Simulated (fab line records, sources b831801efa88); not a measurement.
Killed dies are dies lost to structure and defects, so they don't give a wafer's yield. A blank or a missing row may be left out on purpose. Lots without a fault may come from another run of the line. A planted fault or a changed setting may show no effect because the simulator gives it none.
One fault seen from 2 desks | flow sky130 | each desk has only its own numbers; what lay behind them comes last

THE METROLOGY DESK
What the gauges read, lot by lot, whatever tool the lot ran on: means of the sampled wafers that have a number. A lot is out of limits, marked OUT, if its mean lies more than 4 standard deviations from the usual mean; the brackets give that distance.
Columns: A = LOCAL_INTERCONNECT_TIN_RS at SKY_LOCAL_INTERCONNECT_RS_MEAS_01, usual 14.23 ohm/sq; B = CONTACT_HDPCVD_THK at SKY_CONTACT_THK_MEAS_03, usual 564 nm; C = CONTACT_OVL at SKY_CONTACT_OVL_MEAS_15, usual -1 nm; D = VIA1_HDPCVD_THK at SKY_VIA1_THK_MEAS_01, usual 1034 nm
lot  | first seen here | A     | B   | C   | D
L691 | day 30 01:19    | 14.33 | 569 | -1  | 1046
L690 | day 30 05:29    | 13.91 | 567 | -6  | 1046
L693 | day 30 05:45    | 14.33 | 554 | -9  | 1027
L694 | day 31 01:22    | 14.26 | 568 | 1   | 937 (-8.8) OUT
L695 | day 31 09:12    | 14.27 | 565 | -4  | 936 (-8.9) OUT
L704 | day 33 22:20    | 14.22 | 566 | 1   | 1033
L705 | day 34 02:16    | 14.34 | 558 | 6   | 1023
L706 | day 34 12:43    | 14.10 | 565 | -2  | 1029
L707 | day 34 21:00    | 14.28 | 559 | 2   | 1043
L708 | day 35 01:16    | 14.09 | 562 | -10 | 1035
L709 | day 35 20:16    | 14.20 | 567 | 1   | 1029
L711 | day 36 14:26    | 14.40 | 566 | 3   | 1024
This desk's finding: out of limits on L694, L695; first on L694, day 34 15:32 (VIA1_HDPCVD_THK at SKY_VIA1_THK_MEAS_01). In limits: L691, L690, L693, L704, L705, L706, L707, L708, L709, L711.

THE TOOL OWNER'S DESK: hdpcvd-01
The tool's own readings at SKY_VIA1_HDPCVD_00 (deposits SiO2, target thk 1030 nm, time 171.7 s): means of the sampled wafers that have a number, for each lot that ran on this tool. A lot is out of limits, marked OUT, if its mean lies more than 4 standard deviations from the usual mean; the brackets give that distance.
Columns: A = susceptor_temp_C at SKY_VIA1_HDPCVD_00, usual 400.02 C
lot  | first seen here | A
L693 | day 33 19:34    | 399.85
L694 | day 34 15:25    | 400.09
L695 | day 34 21:55    | 399.99
L704 | day 37 09:23    | 399.71
L705 | day 37 12:20    | 400.01
L709 | day 39 03:34    | 400.03
L711 | day 39 23:17    | 400.18
This desk's finding: nothing out of limits on any of the 7 lots.

PUT TOGETHER
The metrology desk could have raised an alarm at day 34 15:32, on L694, L695.
The tool owner's desk saw nothing out of limits.
The tool owner's desk has L694, L695 on record, within its limits.
Of the lots named, all ran SKY_VIA1_HDPCVD_00 on hdpcvd-01.

WHAT THE SIMULATOR HAD PUT IN
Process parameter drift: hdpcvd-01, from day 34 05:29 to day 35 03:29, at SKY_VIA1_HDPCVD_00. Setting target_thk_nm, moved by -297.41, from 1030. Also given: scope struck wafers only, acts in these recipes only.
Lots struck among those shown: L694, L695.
Hours from the fault's start to each desk's first reading out of limits: the metrology desk, 10.
